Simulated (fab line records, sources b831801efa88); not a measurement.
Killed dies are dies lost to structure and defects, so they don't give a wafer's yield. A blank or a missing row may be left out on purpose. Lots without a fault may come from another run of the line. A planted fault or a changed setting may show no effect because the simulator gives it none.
Problem report in the 8D (eight disciplines) form, filled by code | flow sky130 | the parts of the form that need people (team, actions taken, sign-off) are left out

1. THE PROBLEM
sort_bin_3_pad_short at SKY_PAD_OPEN_PROBE_99 reads a mean of 4.2 % on 9 wafers of 3 lots; wafers without a fault read 0.8 % with a standard deviation of 0.42. That is +8.2 standard deviations from the usual mean.
First seen on wafer L547.1, day 49 04:25, on prober-02. The record holds 21 wafers of 7 lots with a number at this step. Rule for "out", or "out of limits": more than 4 standard deviations from the usual mean. The other wafers with a number count as sound.

2. WHAT IT IS AND WHAT IT IS NOT
question                    | is                                                                                                       | is not
which readings at this step | sort_bin_3_pad_short, defect_limited_yield, killed_at_M0_to_M3, killed_dies, sort_n_pass, sort_yield_pct | killed_at_M4_up, killed_at_other, killed_open, sort_bin_6_memory
which lots                  | L546, L547, L548                                                                                         | L541, L542, L550, L554
which wafers of those lots  | all that have a number                                                                                   | -
read on which tools         | prober-01, prober-02                                                                                     | -
when                        | from day 49 04:25                                                                                        | up to then (6 sound wafers); but 6 sound wafers of L550, L554 came after

3. SUSPECTS, AND WHAT RULES EACH OUT
Counting: a tool at a process step up to the reading stays a suspect if it ran every lot that is out and no sound lot after the first of them.
- wet_bench-04 at SKY_VIA3_STRIP_17 (strips in post etch residue remover, time 1200 s): kept. It ran every lot that is out, first L547 (day 43 18:00), and no sound lot after that; its last sound lot up to then is L542 (day 41 23:20).
Left after counting: wet_bench-04 at SKY_VIA3_STRIP_17.

4. THE CAUSE (what the simulator had put in)
Chamber particle source: wet_bench-04, from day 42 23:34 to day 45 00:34, at SKY_VIA3_STRIP_17. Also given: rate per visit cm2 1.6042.
Counting left only this tool.

5. THE CHAIN OF EFFECTS, in route order
Each row: a reading whose mean over the struck wafers that have a number lies more than 3 standard deviations from the usual. Only readings for which the record gives a usual standard deviation are gone through. hours: the time from each lot's start at the first step in this table that gives one to its start at this step, as a median over the lots. sigmas: the change in usual standard deviations.
hours | step                  | reading              | usual  | on struck wafers | change | sigmas
0     | SKY_PAD_OPEN_PROBE_99 | defect_limited_yield | 82.9 % | 73.0             | -9.9   | -5.8
0     | SKY_PAD_OPEN_PROBE_99 | killed_at_M0_to_M3   | 42     | 97               | +55    | +8.2
0     | SKY_PAD_OPEN_PROBE_99 | killed_dies          | 84     | 133              | +49    | +5.8
0     | SKY_PAD_OPEN_PROBE_99 | sort_bin_3_pad_short | 0.8 %  | 4.2              | +3.4   | +8.2
0     | SKY_PAD_OPEN_PROBE_99 | sort_bin_5_function  | 10.2 % | 16.1             | +5.9   | +4.5
0     | SKY_PAD_OPEN_PROBE_99 | sort_n_pass          | 408    | 359              | -49    | -5.8
0     | SKY_PAD_OPEN_PROBE_99 | sort_yield_pct       | 82.9 % | 73.0             | -9.9   | -5.8
The process steps in it:
- SKY_PAD_OPEN_PROBE_99

6. WHAT WOULD HAVE CAUGHT IT SOONER
In this record the first reading out of limits was taken at day 49 04:25, 149 hours after the fault began at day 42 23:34.
Of the tool readings at SKY_VIA3_STRIP_17 for which the record gives a usual standard deviation, none was out on any struck wafer, so an alarm limit of 4 standard deviations on them would not have fired.
All the lots that are out (3) had begun SKY_VIA3_STRIP_17 on wet_bench-04 by day 49 04:25. A hold on the tool at that time would have spared none of them.
